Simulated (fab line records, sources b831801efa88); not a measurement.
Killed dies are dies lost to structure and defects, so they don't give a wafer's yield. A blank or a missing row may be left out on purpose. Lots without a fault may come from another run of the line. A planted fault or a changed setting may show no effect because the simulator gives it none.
A struck lot beside a sound one | flow sfq_line | 14 steps out of a route of 325
Sound: wafers L124.3, L124.5, L124.6. Struck: wafer L135.1. (L135.2, L135.5 of the same lot were not struck and are left out.) The cause comes at the end.
At each step with rows: each side's tool, then ch and its chambers, then its first start. Under that, the readings that differ: sound wafers | struck wafers | difference of the means | sigmas: that difference in standard deviations of wafers without a fault.
alike: readings whose means differ by less than 2 such deviations, and words and numbers that are the same on both sides. not compared: withheld readings, readings that some wafer has no value for, bounds like >300 that may hide the same value, and numbers for which the record gives no deviation and whose values overlap.
The two part at a step that has a row with sigmas, a row that says differs or no value, or rows on one side only. Numbers that don't overlap but have no deviation are shown without sigmas and don't part them. A reading that every wafer of one side lacks parts them only if that side has two wafers or more.

first, 2 steps without rows for these wafers: SFQ_TRILAYER_L0_VIA_STRIP_SOLV_CLEAN_018 (cleans in NMP, time 600 s); SFQ_TRILAYER_M0_DEP_PRE_CLEAN_020 (time 15 s).
SFQ_TRILAYER_M0_DEP_SPUTTER_019: material Nb, target thk 200 nm, time 133.3 s.
  sound on pvd_sputter-06, day 8 18:30; struck on pvd_sputter-06, day 12 02:44
  alike: throttle_valve_pct
SFQ_M0_RS_MEAS_904: measures by four-point-probe.
  sound on film_metro-03, day 8 18:38; struck on film_metro-01, day 12 02:49
  reading           | sound             | struck | difference | sigmas
  M0_NB_RS (ohm/sq) | 0.898 0.901 0.893 | 0.876  | -0.021     | -2
then, 6 steps without rows for these wafers: SFQ_TRILAYER_M0_LITHO_COAT_026 (resist thk 62 nm); SFQ_TRILAYER_M0_LITHO_COAT_021 (resist thk 600 nm); SFQ_TRILAYER_M0_LITHO_SOFTBAKE_025; SFQ_TRILAYER_M0_LITHO_EXPOSE_022 (exposes mask M0, target cd 500 nm); SFQ_TRILAYER_M0_LITHO_PEB_024 (peb time 60 s); SFQ_TRILAYER_M0_LITHO_DEVELOP_023 (time 60 s).
-- the record jumps here: 5 days lie between the struck wafers' starts before and after --
SFQ_M0_OVL_MEAS_906:
  sound on overlay-02, day 13 04:12; struck on overlay-01, day 17 01:43
  alike: M0_OVL
SFQ_TRILAYER_M0_BARC_OPEN_METAL_ETCH_031: etches BARC in O2, target depth 125 nm, time 41.7 s.
  sound on rie_metal-03 ch 0,1, day 13 04:15; struck on rie_metal-03 ch 1, day 17 01:45
  reading                                             | sound             | struck | difference                   | sigmas
  rf_hours_counter_h (h)                              | - - -             | 89     | no value on the sound wafers |
  model.KrF_of_TRILAYER_M0_LITHO_COAT_021.thk_nm (nm) | 521.7 522.7 524.4 | 544.6  | +21.7                        |
  alike: drypump_motor_current_A, he_backside_leak_sccm, oes_product_au, rf_fwd_power_W
SFQ_TRILAYER_M0_ETCH_METAL_ETCH_024: etches Nb in Cl2/Ar, stops on SiO2, target depth 240 nm, time 120 s.
  sound on rie_metal-03 ch 0,1, day 13 04:20; struck on rie_metal-03 ch 1, day 17 01:49
  reading                                             | sound             | struck | difference                   | sigmas
  oes_product_au (a.u.)                               | 0.890 0.892 0.892 | 0.908  | +0.017                       | +3
  rf_hours_counter_h (h)                              | - - -             | 89     | no value on the sound wafers |
  model.KrF_of_TRILAYER_M0_LITHO_COAT_021.thk_nm (nm) | 379.7 380.9 382.3 | 400.1  | +19.1                        |
  alike: drypump_motor_current_A, he_backside_leak_sccm, rf_fwd_power_W
SFQ_TRILAYER_M0_STRIP_STRIP_025: strips in O2.
  sound on rie_metal-03 ch 0,1, day 13 04:37; struck on rie_metal-03 ch 1, day 17 01:56
  reading                | sound | struck | difference                   | sigmas
  rf_hours_counter_h (h) | - - - | 89     | no value on the sound wafers |
  alike: drypump_motor_current_A, he_backside_leak_sccm, oes_product_au

WHERE THEY PART
First at SFQ_M0_RS_MEAS_904; last, within this record, at SFQ_TRILAYER_M0_STRIP_STRIP_025.

WHY: what the simulator had put in
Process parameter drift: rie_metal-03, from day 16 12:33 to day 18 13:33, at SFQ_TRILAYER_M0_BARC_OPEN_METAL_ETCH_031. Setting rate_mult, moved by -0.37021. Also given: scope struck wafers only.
